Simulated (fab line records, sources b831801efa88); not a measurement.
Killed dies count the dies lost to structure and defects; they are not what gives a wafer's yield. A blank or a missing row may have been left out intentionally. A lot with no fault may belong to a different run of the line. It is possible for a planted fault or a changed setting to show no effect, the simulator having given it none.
A lot that was struck, set against a sound lot + flow gf180mcu + 15 out of 602 route steps
Sound: the wafers L398.1, L398.3, L398.4. Struck: wafer L402.3 (left out: L402.1, L402.4 of the same lot, which were not struck); the cause appears at the end.
Each step with rows lists, per side, the tool, then ch with its chambers, then its first start. Under that, the readings that differ: sound wafers + struck wafers + difference of the means + sigmas: that difference in standard deviations of wafers without a fault.
alike: same words and numbers on both sides, and readings whose means sit less than 2 such deviations apart. not compared: any withheld reading, any reading some wafer has no value for, any bound like >300 that may hide the same value, and any number with overlapping values for which the record gives no deviation.
A row with sigmas, a row that says differs or no value, or rows on one side alone: a step with any of these is where the two part. When numbers do not overlap yet have no deviation, they are printed without sigmas and do not part them. A reading missing from all wafers of one side parts the sides only when that side holds two or more wafers.

first, 4 steps without rows for these wafers: GF_V2_SOFTBAKE_10 (time 60 s); GF_V2_EXPOSE_11 (exposes mask Via2, target cd 260 nm); GF_V2_PEB_12 (peb time 90 s); GF_V2_DEVELOP_13 (develop time 60 s).
GF_V2_CD_MEAS_14: target cd 260 nm.
  sound on cd_sem-01 at day 21 23:42; struck on cd_sem-02 at day 23 13:56
  alike: cd_nm
GF_V2_OVL_MEAS_15:
  sound on overlay-02 at day 21 23:49; struck on overlay-01 at day 23 14:04
| reading     | sound       | struck | difference | sigmas |
|-------------|-------------|--------|------------|--------|
| V2_OVL (nm) | -14 -14 -11 | 0      | +13        | +2     |
GF_V2_ETCH_16: etches BARC in N2/H2.
  sound on rie_diel-03 ch 0,1,2, day 21 23:51; struck on rie_diel-01 ch 3, day 23 14:06
  alike: drypump_motor_current_A, oes_product_au, throttle_valve_pct
GF_V2_ETCH_17: etches SiO2 in C4F8/O2/Ar, stops on TiN, target depth 630 nm.
  sound on rie_diel-03 ch 0,1,2; struck on rie_diel-01 ch 3
  alike: oes_product_au
GF_V2_STRIP_18: strips in O2/N2.
  sound on plasma_asher-04 ch 0,1, day 21 23:59; struck on plasma_asher-04 ch 0, day 23 14:14
  alike: drypump_motor_current_A, heater_power_w, oes_product_au
  not compared: rf_hours_counter_h
then, 2 steps without rows for these wafers: GF_V2_STRIP_19 (strips in post etch residue remover, time 1200 s); GF_V2_CLEAN_20 (cleans in DIW).
GF_V2_SPUTTER_21: material Ti, target thk 15 nm, time 80.02 s.
  sound on pvd_sputter-01 at day 22 00:35; struck on pvd_sputter-04 at day 23 14:46
  alike: throttle_valve_pct
GF_V2_SPUTTER_22: material TiN, target thk 10 nm, time 40 s.
  sound on pvd_sputter-01 at day 22 00:38; struck on pvd_sputter-04 at day 23 14:49
| reading                                | sound             | struck | difference | sigmas |
|----------------------------------------|-------------------|--------|------------|--------|
| model.TiN_of_V2_SPUTTER_22.thk_nm (nm) | 10.09 9.965 10.12 | 11.07  | +1.01      |        |
  alike: throttle_valve_pct
GF_V2_CVD_23: deposits W, target thk 350 nm, time 104.94 s.
  sound on cvd_w-02 ch 0,1, day 22 00:41; struck on cvd_w-01 ch 0, day 23 14:52
  alike: heater_power_w
GF_PASSIVATION_PROBE_99:
  the record holds rows for the sound wafers here (prober-02, day 30 11:27) but none for the struck ones

WHERE THEY PART
First at GF_V2_OVL_MEAS_15; last, within this record, at GF_PASSIVATION_PROBE_99.

WHY: whatever the simulator had introduced
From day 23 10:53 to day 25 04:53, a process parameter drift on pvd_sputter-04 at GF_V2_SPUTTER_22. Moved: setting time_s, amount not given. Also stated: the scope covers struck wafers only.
